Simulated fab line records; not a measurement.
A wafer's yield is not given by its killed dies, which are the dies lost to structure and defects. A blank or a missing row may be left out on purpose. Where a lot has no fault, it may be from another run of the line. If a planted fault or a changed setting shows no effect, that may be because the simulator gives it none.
One fault seen from 2 desks + flow sky130 + what lay behind the numbers comes last; until then each desk has only its own

== THE TOOL OWNER'S DESK: hdpcvd-01 ==
The tool's own readings at SKY_FIELD_ISO_CVD_24 (deposits SiO2, target thk 595 nm, time 99.2 s): means of the sampled wafers that have a number, for each lot that ran on this tool. The brackets show how far a lot's mean lies from the usual mean; more than 4 standard deviations puts the lot out of limits, marked OUT.
Columns: A = pressure-mtorr at SKY_FIELD_ISO_CVD_24, usual 6.000 mTorr
| lot  | first seen here | A     |
|------|-----------------|-------|
| L319 | day 3 03:08     | 6.007 |
| L320 | day 3 14:28     | 5.998 |
| L322 | day 3 14:32     | 5.989 |
| L328 | day 5 00:10     | 5.998 |
| L334 | day 6 06:08     | 6.002 |
| L338 | day 7 01:38     | 5.994 |
| L339 | day 7 08:12     | 5.999 |
Result from this desk: across the 7 lots, nothing is out of limits.

== FROM THE METROLOGY DESK ==
Lot by lot, what the gauges showed, no matter which tool ran the lot: averages of those sampled wafers that carry a number. The brackets show how far a lot's mean lies from the usual mean; more than 4 standard deviations puts the lot out of limits, marked OUT.
Columns: A = FIELD_ISO_CVD_03_THK at SKY_FIELD_ISO_THK_MEAS_04, usual 165.6 nm; B = cd-nm at SKY_FIELD_ISO_CD_MEAS_13, usual 149.9 nm; C = FIELD_ISO_CVD_24_THK at SKY_FIELD_ISO_THK_MEAS_25, usual 595 nm
| lot  | first seen here | A     | B     | C              |
|------|-----------------|-------|-------|----------------|
| L318 | day 2 05:08     | 165.6 | 152.3 | 598            |
| L319 | day 2 09:26     | 167.8 | 151.1 | 585            |
| L320 | day 2 15:07     | 165.9 | 149.7 | 593            |
| L321 | day 2 21:02     | 165.6 | 149.3 | 597            |
| L322 | day 2 21:02     | 166.3 | 150.1 | 597            |
| L324 | day 3 07:55     | 165.9 | 149.7 | 598            |
| L327 | day 4 01:41     | 165.6 | 151.3 | 599            |
| L328 | day 4 06:08     | 167.6 | 148.1 | 590            |
| L330 | day 4 16:06     | 164.2 | 151.0 | 603            |
| L334 | day 5 09:17     | 166.7 | 151.4 | 836 (+31) OUT  |
| L338 | day 6 03:59     | 164.9 | 149.6 | 823 (+29) OUT  |
| L339 | day 6 10:15     | 165.8 | 150.9 | 668 (+9.3) OUT |
This desk's result: L334, L338, L339 out of limits, first on L334 (FIELD_ISO_CVD_24_THK at SKY_FIELD_ISO_THK_MEAS_25), day 6 06:11. Within limits: L318, L319, L320, L321, L322, L324, L327, L328, L330.

== TAKEN TOGETHER ==
At day 6 06:11 the metrology desk could have sounded an alarm, on L334, L338, L339.
The desk of the tool owner found nothing out of limits.
On record at the tool owner's desk: L334, L338, L339, within its limits.
On hdpcvd-01, each named lot ran SKY_FIELD_ISO_CVD_24.

== WHAT THE SIMULATOR PUT IN ==
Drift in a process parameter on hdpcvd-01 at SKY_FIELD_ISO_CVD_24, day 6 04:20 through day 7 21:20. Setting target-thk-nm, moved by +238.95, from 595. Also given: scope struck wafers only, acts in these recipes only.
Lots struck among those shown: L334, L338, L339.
Delay in hours, fault start to first out-of-limits reading, per desk: metrology desk 2.
